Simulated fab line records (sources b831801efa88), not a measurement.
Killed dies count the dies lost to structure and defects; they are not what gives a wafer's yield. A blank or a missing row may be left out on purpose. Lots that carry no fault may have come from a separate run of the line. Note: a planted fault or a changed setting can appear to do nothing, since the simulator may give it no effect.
fab line records	flow sfqLine
record: lots: 6	wafers: 18	lastDay: 80
route steps=325 shown M4@152 I4@163 JJ@178 M5@206
lots that met no fault: from a run of the same line without faults
startH: the number of hours between the record's first day and the start of the first shown wafer of the lot	waitH: hours from the lot's prior step to this one	" the same as in the row above	L1.1+2: a single row standing in for several wafers	- no value, or no start was given	* or withheld: withheld	< > ~ a bound
route shown NAME@n: NAME is a module with steps in the file, n the number in the route of the first one	usual: average and standard deviation across the fault-free wafers	same: alike in all rows	chamber/n: place in a boat	sites: the reading at each site	_std_site: standard deviation across them	_edge_site: outer sites' mean less inner sites'	radiusMm: for every site, how far away it sits from the centre of the wafer	mask NAME#n: copy n	behind: tool/chamber where the wafer was last shaped	hold: cause of the lot's hold/its duration in hours/its outcome	device: the n, p or np transistor that did not switch	end of line: tests of these same wafers at the route's end	step lacking rows: just its recipe	killed: not the wafer's yield, but the dies lost to structure and defects at the first sort	map: the dies of a wafer, with x for killed, . for not killed, _ for no die there
set.NAME: the setting that was run; set.NAME@STEP: the one run at that earlier step	model.NAME: the simulator's own value behind a step, which no gauge read
a table for each step, a row for each wafer; lots at some steps of the route
services: when a tool's chamber went out of use (startH, in hours from the record's first day, below 0 if earlier), for how many hours, and the reason
== steps ==
step: SFQ_TRILAYER_M4_LITHO_COAT_098
recipe: resist: BARC	spinRpm: 3000	resistThkNm: 62
step: SFQ_TRILAYER_M4_LITHO_COAT_093
recipe: resist: KrF	spinRpm: 3000	resistThkNm: 600
step: SFQ_TRILAYER_M4_LITHO_SOFTBAKE_097
recipe: tempC: withheld	timeS: withheld	resist: KrF
step: SFQ_TRILAYER_M4_LITHO_EXPOSE_094
recipe: maskId: M4	na: 0.6	sourceShape: conventional	sigmaOuter: 0.65	targetCdNm: 500	doseMj: 14.4
step: SFQ_TRILAYER_M4_LITHO_PEB_096
recipe: pebTempC: 115	pebTimeS: 60	resist: KrF
step: SFQ_TRILAYER_M4_LITHO_DEVELOP_095
recipe: timeS: 60	resist: KrF
step: SFQ_M4_OVL_MEAS_926
usual: M4_OVL: 3/6.6
lot.wafer	tool	chamber	startH	waitH	M4_OVL[nm]
L371.3	overlay-01	-	891.45	0.1	4
L371.5	"	-	"	"	5
L371.6	"	-	"	"	-3
L373.2	overlay-01	-	898.64	0.1	6
L373.5	"	-	"	"	4
L373.6	"	-	"	"	0
L374.2	overlay-01	-	903.44	0.1	10
L374.3	"	-	"	"	-9
L374.6	"	-	"	"	0
L378.1	overlay-01	-	929.64	0.1	-4
L378.2	"	-	"	"	-4
L378.4	"	-	"	"	-6
L382.3	overlay-02	-	954.95	0.1	1
L382.4	"	-	"	"	5
L382.5	"	-	"	"	0
L383.1	overlay-02	-	958.54	0.1	10
L383.3	"	-	"	"	7
L383.5	"	-	"	"	15
step: SFQ_TRILAYER_M4_BARC_OPEN_METAL_ETCH_123
recipe: maskMaterial: PR	chemistry: O2	targetDepthNm: 125	target: BARC	icpW: 600	biasW: 80	pressureMtorr: 10	timeS: 41.7
usual: drypumpMotorCurrentA: 5.5/0.37	oesProductAu: 0.685/0.0046
lot.wafer	tool	chamber	startH	waitH	drypumpMotorCurrentA	oesProductAu	rfHoursCounterH
L371.3	rieMetal-02	1	891.51	0.1	5.9	0.691	-
L371.5	"	1	"	"	5.9	0.677	-
L371.6	"	1	"	"	6.0	0.687	-
L373.2	rieMetal-04	1	898.67	0.0	4.8	0.690	112
L373.5	"	1	"	"	4.8	0.676	-
L373.6	"	0	"	"	5.1	0.684	-
L374.2	rieMetal-03	0	903.47	0.0	5.3	0.689	73
L374.3	"	1	"	"	5.4	0.683	-
L374.6	"	0	"	"	5.3	0.682	-
L378.1	rieMetal-03	0	929.67	0.0	5.3	0.683	79
L378.2	"	1	"	"	5.4	0.685	70
L378.4	"	1	"	"	5.4	0.679	-
L382.3	rieMetal-02	0	954.99	0.0	5.7	0.685	-
L382.4	"	1	"	"	5.9	0.690	-
L382.5	"	0	"	"	5.8	0.686	-
L383.1	rieMetal-03	0	958.57	0.0	5.3	0.684	85
L383.3	"	0	"	"	5.3	0.687	-
L383.5	"	0	"	"	5.3	0.679	-
step: SFQ_TRILAYER_M4_ETCH_METAL_ETCH_096
recipe: target: Nb	stopOn: SiO2	maskMaterial: PR	chemistry: Cl2/Ar	targetDepthNm: 240	icpW: 600	biasW: 80	pressureMtorr: 10	timeS: 120
step: SFQ_TRILAYER_M4_STRIP_STRIP_097
recipe: gas: O2	powerW: 200	platenTempC: 40	overashFraction: 0.65	chemistry: O2	pressureMtorr: 50
usual: drypumpMotorCurrentA: 5.5/0.37	oesProductAu: 1.001/0.011
same: overashFraction: 0.65
lot.wafer	tool	chamber	startH	waitH	drypumpMotorCurrentA	oesProductAu	rfHoursCounterH
L371.3	rieMetal-02	1	892.24	0.5	6.0	0.988	-
L371.5	"	1	"	"	5.9	0.994	-
L371.6	"	1	"	"	5.9	0.998	-
L373.2	rieMetal-04	1	898.86	0.1	4.8	1.019	112
L373.5	"	1	"	"	4.9	1.021	-
L373.6	"	0	"	"	5.1	1.012	-
L374.2	rieMetal-03	0	903.66	0.1	5.3	0.997	73
L374.3	"	1	"	"	5.4	1.017	-
L374.6	"	0	"	"	5.3	0.998	-
L378.1	rieMetal-03	0	929.86	0.1	5.3	1.003	79
L378.2	"	1	"	"	5.4	1.007	71
L378.4	"	1	"	"	5.4	1.014	-
L382.3	rieMetal-02	0	955.36	0.2	5.8	1.008	-
L382.4	"	1	"	"	5.9	0.989	-
L382.5	"	0	"	"	5.7	1.013	-
L383.1	rieMetal-03	0	958.76	0.1	5.3	0.996	85
L383.3	"	0	"	"	5.3	0.997	-
L383.5	"	0	"	"	5.3	1.004	-
step: SFQ_TRILAYER_M4_STRIP_SOLV_CLEAN_098
recipe: chemistry: NMP	tempC: 70	timeS: 600
step: SFQ_TRILAYER_I4_DEP_PECVD_099
recipe: material: SiO2	tempC: 150	timeS: 111.11	pressureTorr: 2.4	rfW: 183.3	precursor: SiH4/N2O	targetThkNm: 500
usual: heaterPowerW: 83/14	throttleValvePct: 24.7/1.1
lot.wafer	tool	chamber	startH	waitH	heaterPowerW	sinceWetCleanH	throttleValvePct
L371.3	pecvd-01	0	893.39	0.0	81	685	24.6
L371.5	"	2	"	"	81	-	24.7
L371.6	"	1	"	"	67	-	23.5
L373.2	pecvd-03	0	899.65	0.0	92	1061	23.7
L373.5	"	2	"	"	93	-	25.9
L373.6	"	1	"	"	79	-	26.3
L374.2	pecvd-04	0	904.43	0.0	80	1449	26.2
L374.3	"	1	"	"	101	1449	24.9
L374.6	"	1	"	"	104	-	24.9
L378.1	pecvd-01	2	930.63	0.0	71	722	24.6
L378.2	"	1	"	"	59	722	23.3
L378.4	"	2	"	"	74	-	25.0
L382.3	pecvd-03	0	955.93	0.0	100	1117	23.7
L382.4	"	0	"	"	99	-	23.7
L382.5	"	1	"	"	83	-	26.2
L383.1	pecvd-03	0	959.55	0.0	103	1121	23.9
L383.3	"	2	"	"	94	1121	25.9
L383.5	"	1	"	"	81	-	26.4
step: SFQ_TRILAYER_I4_CMP_CMP_100
recipe: material: SiO2	downForcePsi: 3	platenRpm: 60	padVelocityMS: 0.94248
usual: motorCurrentA: 10.1/0.57	timeToEndpointS: 214/11
lot.wafer	tool	chamber	startH	waitH	motorCurrentA	timeToEndpointS	model.SiO2_of_TRILAYER_I4_DEP_PECVD_099.thkNm
L371.3	cmp-02	0	954.71	61.3	9.7	223	180.2
L371.6	"	3	956.21	62.7	10.1	215	179
L371.5	"	0	"	"	9.8	238	181.3
L373.2	cmp-01	1	962.39	62.7	10.4	195	198
L373.6	"	1	964.39	64.7	10.2	197	196.9
L373.5	"	2	"	"	10.3	207	199.7
L374.3	cmp-02	2	968.70	64.2	9.5	224	179.3
L374.2	"	3	"	"	9.6	214	178.2
L374.6	"	0	"	"	9.7	239	179.8
L378.4	cmp-01	1	1001.59	70.9	10.9	204	199.5
L378.1	"	2	"	"	10.4	210	201.1
L378.2	"	3	"	"	11.3	203	199.5
L382.3	cmp-02	1	1028.70	72.7	10.2	225	201.5
L382.4	"	2	"	"	9.5	219	199.2
L382.5	"	0	1030.20	74.2	9.6	219	201.4
L383.3	cmp-01	2	1031.59	72.0	10.3	212	201.3
L383.1	"	0	1032.59	73.0	9.7	218	202.1
L383.5	"	3	1034.09	74.5	10.8	209	199.3
step: SFQ_I4_BOW_MEAS_927
recipe: mode: bow
usual: I4_BOW: 6/10
lot.wafer	tool	chamber	startH	waitH	I4_BOW[um]
L371.3	filmMetro-03	-	957.25	2.0	-8
L371.5	"	-	"	"	-19
L371.6	"	-	"	"	-3
L373.2	filmMetro-02	-	965.41	2.5	-7
L373.5	"	-	"	"	-13
L373.6	"	-	"	"	-12
L374.2	filmMetro-02	-	970.72	1.0	9
L374.3	"	-	"	"	15
L374.6	"	-	"	"	3
L378.1	filmMetro-02	-	1004.59	2.0	15
L378.2	"	-	"	"	17
L378.4	"	-	"	"	0
L382.3	filmMetro-03	-	1030.74	1.5	5
L382.4	"	-	"	"	-3
L382.5	"	-	"	"	-1
L383.1	filmMetro-01	-	1034.59	1.5	-8
L383.3	"	-	"	"	7
L383.5	"	-	"	"	0
step: SFQ_TRILAYER_I4_METRO_MEASURE_101
usual: thkNm: 200.1/1.5
lot.wafer	tool	chamber	startH	waitH	thkNm
L371.3	filmMetro-03	-	957.73	0.5	180.4
L371.5	"	-	"	"	181.3
L371.6	"	-	"	"	179.0
L373.2	filmMetro-02	-	965.71	0.3	198.0
L373.5	"	-	"	"	199.7
L373.6	"	-	"	"	197.0
L374.2	filmMetro-02	-	971.02	0.3	178.1
L374.3	"	-	"	"	179.3
L374.6	"	-	"	"	179.7
L378.1	filmMetro-02	-	1004.71	0.1	201.0
L378.2	"	-	"	"	199.4
L378.4	"	-	"	"	199.4
L382.3	filmMetro-03	-	1031.22	0.5	201.5
L382.4	"	-	"	"	199.2
L382.5	"	-	"	"	201.4
L383.1	filmMetro-01	-	1034.71	0.1	202.1
L383.3	"	-	"	"	201.3
L383.5	"	-	"	"	199.2
step: SFQ_TRILAYER_I4_VIA_LITHO_COAT_108
recipe: resist: BARC	spinRpm: 3000	resistThkNm: 62
step: SFQ_TRILAYER_I4_VIA_LITHO_COAT_103
recipe: resist: KrF	spinRpm: 3000	resistThkNm: 650
step: SFQ_TRILAYER_I4_VIA_LITHO_SOFTBAKE_107
recipe: tempC: withheld	timeS: withheld	resist: KrF
step: SFQ_TRILAYER_I4_VIA_LITHO_EXPOSE_104
recipe: maskId: I4	na: 0.6	sourceShape: conventional	sigmaOuter: 0.65	targetCdNm: 700	doseMj: 21.3
step: SFQ_TRILAYER_I4_VIA_LITHO_PEB_106
recipe: pebTempC: 115	pebTimeS: 60	resist: KrF
step: SFQ_TRILAYER_I4_VIA_LITHO_DEVELOP_105
recipe: timeS: 60	resist: KrF
step: SFQ_I4_OVL_MEAS_928
usual: I4_OVL: -1/4.8
lot.wafer	tool	chamber	startH	waitH	I4_OVL[nm]
L371.3	overlay-01	-	1052.28	0.1	5
L371.5	"	-	"	"	5
L371.6	"	-	"	"	3
L373.2	overlay-02	-	1061.87	0.1	0
L373.5	"	-	"	"	-3
L373.6	"	-	"	"	4
L374.2	overlay-01	-	1064.27	0.1	-2
L374.3	"	-	"	"	-1
L374.6	"	-	"	"	7
L378.1	overlay-02	-	1104.02	0.1	-5
L378.2	"	-	"	"	-5
L378.4	"	-	"	"	-7
L382.3	overlay-02	-	1152.53	0.1	9
L382.4	"	-	"	"	-2
L382.5	"	-	"	"	-1
L383.1	overlay-02	-	1156.12	0.1	6
L383.3	"	-	"	"	4
L383.5	"	-	"	"	2
step: SFQ_TRILAYER_I4_VIA_BARC_OPEN_VIA_ETCH_146
recipe: maskMaterial: PR	chemistry: O2	targetDepthNm: 125	target: BARC	sourceW: 500	biasW: 80	pressureMtorr: 30	timeS: 41.7
usual: drypumpMotorCurrentA: 5.6/0.38	oesProductAu: 0.685/0.005
lot.wafer	tool	chamber	startH	waitH	drypumpMotorCurrentA	oesProductAu	rfHoursCounterH
L371.3	rieDiel-03	3	1052.30	0.0	5.9	0.684	20
L371.5	"	3	"	"	5.9	0.692	-
L371.6	"	0	"	"	4.8	0.679	-
L373.2	rieDiel-03	0	1061.90	0.0	4.8	0.686	14
L373.5	"	0	"	"	4.8	0.691	-
L373.6	"	1	"	"	5.4	0.682	-
L374.2	rieDiel-01	2	1064.30	0.0	5.8	0.692	0
L374.3	"	0	"	"	5.6	0.677	0
L374.6	"	2	"	"	5.8	0.700	-
L378.1	rieDiel-03	2	1104.06	0.0	5.7	0.686	1
L378.2	"	1	"	"	5.4	0.684	16
L378.4	"	0	"	"	4.8	0.683	15
L382.3	rieDiel-02	2	1152.56	0.0	5.8	0.687	11
L382.4	"	3	"	"	5.8	0.688	3
L382.5	"	3	"	"	5.8	0.683	-
L383.1	rieDiel-01	0	1156.16	0.0	5.5	0.687	2
L383.3	"	2	"	"	5.8	0.683	2
L383.5	"	2	"	"	5.8	0.689	-
step: SFQ_TRILAYER_I4_VIA_ETCH_VIA_ETCH_106
recipe: target: SiO2	stopOn: Nb	maskMaterial: PR	taperDeg: 20	chemistry: CHF3	targetDepthNm: 260	sourceW: 500	biasW: 80	pressureMtorr: 30	timeS: withheld
usual: drypumpMotorCurrentA: 5.6/0.38	oesProductAu: 0.854/0.0054
lot.wafer	tool	chamber	startH	waitH	drypumpMotorCurrentA	oesProductAu	model.etch.depthNm	model.I4.featureDepthNm
L371.3	rieDiel-03	3	1052.34	0.0	5.9	0.813	180.2	180.2
L371.5	"	3	"	"	5.9	0.810	181.3	181.3
L371.6	"	0	"	"	4.8	0.802	179	179
L373.2	rieDiel-03	0	1061.94	0.0	4.8	0.844	198	198
L373.5	"	0	"	"	4.8	0.857	199.7	199.7
L373.6	"	1	"	"	5.4	0.847	196.9	196.9
L374.2	rieDiel-01	2	1064.34	0.0	5.8	0.807	178.2	178.2
L374.3	"	0	"	"	5.6	0.806	179.3	179.3
L374.6	"	2	"	"	5.8	0.797	179.8	179.8
L378.1	rieDiel-03	2	1104.10	0.0	5.7	0.857	201.1	201.1
L378.2	"	1	"	"	5.4	0.859	199.5	199.5
L378.4	"	0	"	"	4.8	0.849	199.5	199.5
L382.3	rieDiel-02	2	1152.60	0.0	5.8	0.862	201.5	201.5
L382.4	"	3	"	"	5.8	0.854	199.2	199.2
L382.5	"	3	"	"	5.8	0.856	201.4	201.4
L383.1	rieDiel-01	0	1156.20	0.0	5.6	0.856	202.1	202.1
L383.3	"	2	"	"	5.8	0.862	201.3	201.3
L383.5	"	2	"	"	5.8	0.851	199.3	199.3
step: SFQ_TRILAYER_I4_VIA_STRIP_STRIP_107
recipe: gas: O2	powerW: 200	platenTempC: 40	overashFraction: 0.65	chemistry: O2	pressureMtorr: 50
step: SFQ_TRILAYER_I4_VIA_STRIP_SOLV_CLEAN_108
recipe: chemistry: NMP	tempC: 70	timeS: 600
step: SFQ_TRILAYER_JJ_TRILAYER_DEP_PRE_CLEAN_113
recipe: gas: Ar	timeS: 22.5	biasV: 250
step: SFQ_TRILAYER_JJ_TRILAYER_DEP_SPUTTER_109
recipe: material: Nb	basePressurePa: 1.33e-06	chamberPressurePa: 0.1333	substrateTempC: 20	targetThkNm: 150	powerW: 2000	timeS: 100
step: SFQ_TRILAYER_JJ_TRILAYER_DEP_SPUTTER_110
recipe: material: Al	basePressurePa: 1.33e-06	targetThkNm: 8	powerW: 500	timeS: 10	chamberPressurePa: 0.4
step: SFQ_TRILAYER_JJ_TRILAYER_DEP_AL_OXIDATION_111
recipe: pressureMbar: 0.014667	oxidationTimeS: 600	temperatureK: 293
step: SFQ_TRILAYER_JJ_TRILAYER_DEP_SPUTTER_112
recipe: material: Nb	basePressurePa: 1.33e-06	chamberPressurePa: 0.1333	substrateTempC: 20	targetThkNm: 170	powerW: 2000	timeS: 113.3
step: SFQ_JJ_RS_MEAS_929
recipe: thkMeasGauge: four-point-probe	reads: Nb_of_TRILAYER_JJ_TRILAYER_DEP_SPUTTER_112
usual: JJ_NB_RS: 1.051/0.014
lot.wafer	tool	chamber	startH	waitH	JJ_NB_RS[ohm/sq]
L371.3	filmMetro-01	-	1054.47	0.1	1.031
L371.5	"	-	"	"	1.054
L371.6	"	-	"	"	1.049
L373.2	filmMetro-01	-	1064.65	0.1	1.046
L373.5	"	-	"	"	1.052
L373.6	"	-	"	"	1.058
L374.2	filmMetro-01	-	1067.07	0.1	1.035
L374.3	"	-	"	"	1.034
L374.6	"	-	"	"	1.037
L378.1	filmMetro-01	-	1106.79	0.0	1.064
L378.2	"	-	"	"	1.071
L378.4	"	-	"	"	1.063
L382.3	filmMetro-02	-	1154.73	0.1	1.028
L382.4	"	-	"	"	1.015
L382.5	"	-	"	"	1.050
L383.1	filmMetro-01	-	1158.29	0.0	1.076
L383.3	"	-	"	"	1.078
L383.5	"	-	"	"	1.072
step: SFQ_TRILAYER_JJ_CE_LITHO_COAT_119
recipe: resist: BARC	spinRpm: 3000	resistThkNm: 62
step: SFQ_TRILAYER_JJ_CE_LITHO_COAT_114
recipe: resist: KrF	spinRpm: 3000	resistThkNm: 600
step: SFQ_TRILAYER_JJ_CE_LITHO_SOFTBAKE_118
recipe: tempC: withheld	timeS: withheld	resist: KrF
step: SFQ_TRILAYER_JJ_CE_LITHO_EXPOSE_115
recipe: maskId: J5	na: 0.6	sourceShape: conventional	sigmaOuter: 0.65	targetCdNm: 700	doseMj: 14.4
step: SFQ_TRILAYER_JJ_CE_LITHO_PEB_117
recipe: pebTempC: 115	pebTimeS: 60	resist: KrF
step: SFQ_TRILAYER_JJ_CE_LITHO_DEVELOP_116
recipe: timeS: 60	resist: KrF
step: SFQ_JJ_OVL_MEAS_931
usual: J5_OVL: 2/6.5
lot.wafer	tool	chamber	startH	waitH	J5_OVL[nm]
L371.3	overlay-01	-	1182.20	0.1	8
L371.5	"	-	"	"	5
L371.6	"	-	"	"	1
L373.2	overlay-02	-	1195.39	0.1	2
L373.5	"	-	"	"	-7
L373.6	"	-	"	"	-1
L374.2	overlay-02	-	1200.19	0.1	-1
L374.3	"	-	"	"	7
L374.6	"	-	"	"	-2
L378.1	overlay-01	-	1255.39	0.1	6
L378.2	"	-	"	"	7
L378.4	"	-	"	"	9
L382.3	overlay-01	-	1307.50	0.1	1
L382.4	"	-	"	"	-1
L382.5	"	-	"	"	1
L383.1	overlay-01	-	1312.29	0.1	9
L383.3	"	-	"	"	8
L383.5	"	-	"	"	13
step: SFQ_TRILAYER_JJ_CE_METRO_MEASURE_117
usual: cdNm: 700.3/1.4
lot.wafer	tool	chamber	startH	waitH	cdNm
L371.3	cdSem-01	-	1182.62	0.4	700.0
L371.5	"	-	"	"	701.2
L371.6	"	-	"	"	700.6
L373.2	cdSem-01	-	1195.62	0.2	700.4
L373.5	"	-	"	"	699.1
L373.6	"	-	"	"	698.9
L374.2	cdSem-02	-	1200.42	0.2	698.8
L374.3	"	-	"	"	698.2
L374.6	"	-	"	"	699.4
L378.1	cdSem-02	-	1255.42	0.0	699.2
L378.2	"	-	"	"	698.4
L378.4	"	-	"	"	700.8
L382.3	cdSem-02	-	1307.92	0.4	698.7
L382.4	"	-	"	"	696.8
L382.5	"	-	"	"	698.2
L383.1	cdSem-01	-	1312.32	0.0	699.0
L383.3	"	-	"	"	700.1
L383.5	"	-	"	"	699.5
step: SFQ_TRILAYER_JJ_CE_BARC_OPEN_RIE_150
recipe: maskMaterial: PR	chemistry: O2	targetDepthNm: 240	target: BARC	icpW: 600	biasW: 80	pressureMtorr: 10	timeS: 80
step: SFQ_TRILAYER_M5_ETCH_METAL_ETCH_126
recipe: target: Nb	stopOn: SiO2	maskMaterial: PR	overEtchFrac: 0.15	timeS: 203.2	chemistry: Cl2/BCl3	targetDepthNm: 265	icpW: 600	biasW: 80	pressureMtorr: 10
usual: drypumpMotorCurrentA: 5.5/0.3	oesProductAu: 0.728/0.0063
same: overEtchFrac: 0.15
lot.wafer	tool	chamber	startH	waitH	drypumpMotorCurrentA	oesProductAu	rfHoursCounterH	model.SiO2_of_TRILAYER_I4_DEP_PECVD_099.thkNm
L371.3	rieMetal-02	0	1334.22	0.1	5.7	0.736	-	160
L371.5	"	0	"	"	5.8	0.741	-	161.1
L371.6	"	1	"	"	5.9	0.732	-	158.8
L373.2	rieMetal-02	1	1346.91	0.0	5.9	0.731	19	178
L373.5	"	1	"	"	6.0	0.729	-	179.6
L373.6	"	0	"	"	5.8	0.734	-	176.9
L374.2	rieMetal-03	0	1352.91	0.0	5.3	0.734	130	158.3
L374.3	"	0	"	"	5.3	0.730	-	159.4
L374.6	"	1	"	"	5.4	0.735	-	159.8
L378.1	rieMetal-02	1	1399.98	0.0	5.9	0.719	25	181.2
L378.2	"	0	"	"	5.8	0.731	69	179.4
L378.4	"	1	"	"	5.9	0.730	-	179.6
L382.3	rieMetal-03	0	1444.72	0.1	5.3	0.713	-	181.9
L382.4	"	1	"	"	5.4	0.735	-	179.3
L382.5	"	0	"	"	5.3	0.723	-	181.9
L383.1	rieMetal-02	0	1452.00	0.0	5.7	0.723	75	182.2
L383.3	"	0	"	"	5.7	0.734	-	181.4
L383.5	"	0	"	"	5.7	0.725	-	179.4
== services ==
tool	chamber	startH	hours	kind
rieDiel-03	-	873.87	0.5	repair
rieDiel-03	0	875.55	14.3	repair
rieDiel-03	1	917.63	6.1	repair
rieMetal-03	1	942.42	2.1	repair
rieMetal-03	-	962.67	28.1	pm
rieMetal-02	0	1059.60	20.6	repair
rieMetal-03	1	1079.16	8.3	repair
rieMetal-02	1	1103.49	5.7	repair
rieMetal-02	-	1124.02	2.8	pm
rieDiel-03	2	1129.22	7.7	repair
rieMetal-03	-	1134.19	2.8	pm
rieDiel-03	-	1150.78	1.5	repair
rieDiel-03	1	1154.17	44.1	repair
rieMetal-03	-	1197.77	1.3	repair
rieDiel-03	2	1201.30	14.8	repair
rieDiel-03	3	1235.47	38.0	repair
rieMetal-02	1	1245.18	11.8	repair
rieDiel-03	2	1251.81	13.1	repair
rieMetal-02	-	1280.43	2.0	repair
rieMetal-02	1	1312.15	21.1	repair
rieMetal-03	-	1357.59	0.9	repair
rieMetal-02	-	1363.36	14.6	pm
rieMetal-03	-	1391.84	1.2	repair
rieMetal-03	0	1400.56	18.8	repair
== key ==
firstSign: step: SFQ_TRILAYER_I4_METRO_MEASURE_101	reading: thkNm	direction: down	sigmas: 14	usual: 200.1	struck: 179.6
effect: step: SFQ_TRILAYER_I4_VIA_ETCH_VIA_ETCH_106	reading: oesProductAu	direction: down	sigmas: 8.9	usual: 0.854	struck: 0.806
modelEffect: step: SFQ_TRILAYER_I4_CMP_CMP_100	value: SiO2_of_TRILAYER_I4_DEP_PECVD_099.thkNm	without: 199.6	struck: 179.6
modelEffect: step: SFQ_TRILAYER_I4_VIA_ETCH_VIA_ETCH_106	value: etch.depthNm	without: 199.6	struck: 179.6
modelEffect: step: SFQ_TRILAYER_M5_ETCH_METAL_ETCH_126	value: SiO2_of_TRILAYER_I4_DEP_PECVD_099.thkNm	without: 179.6	struck: 159.6
metAt SFQ_TRILAYER_I4_CMP_CMP_100
struckWafers L371.3,L371.5,L371.6,L374.2,L374.3,L374.6
fault: kind: processParameterDrift	tool: cmp-02	chamber: -	onsetH: 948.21	steps: SFQ_TRILAYER_I4_CMP_CMP_100	channel: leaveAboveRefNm	offset: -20	shape: step	endH: 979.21	actsIn: theseRecipesOnly	stated: 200
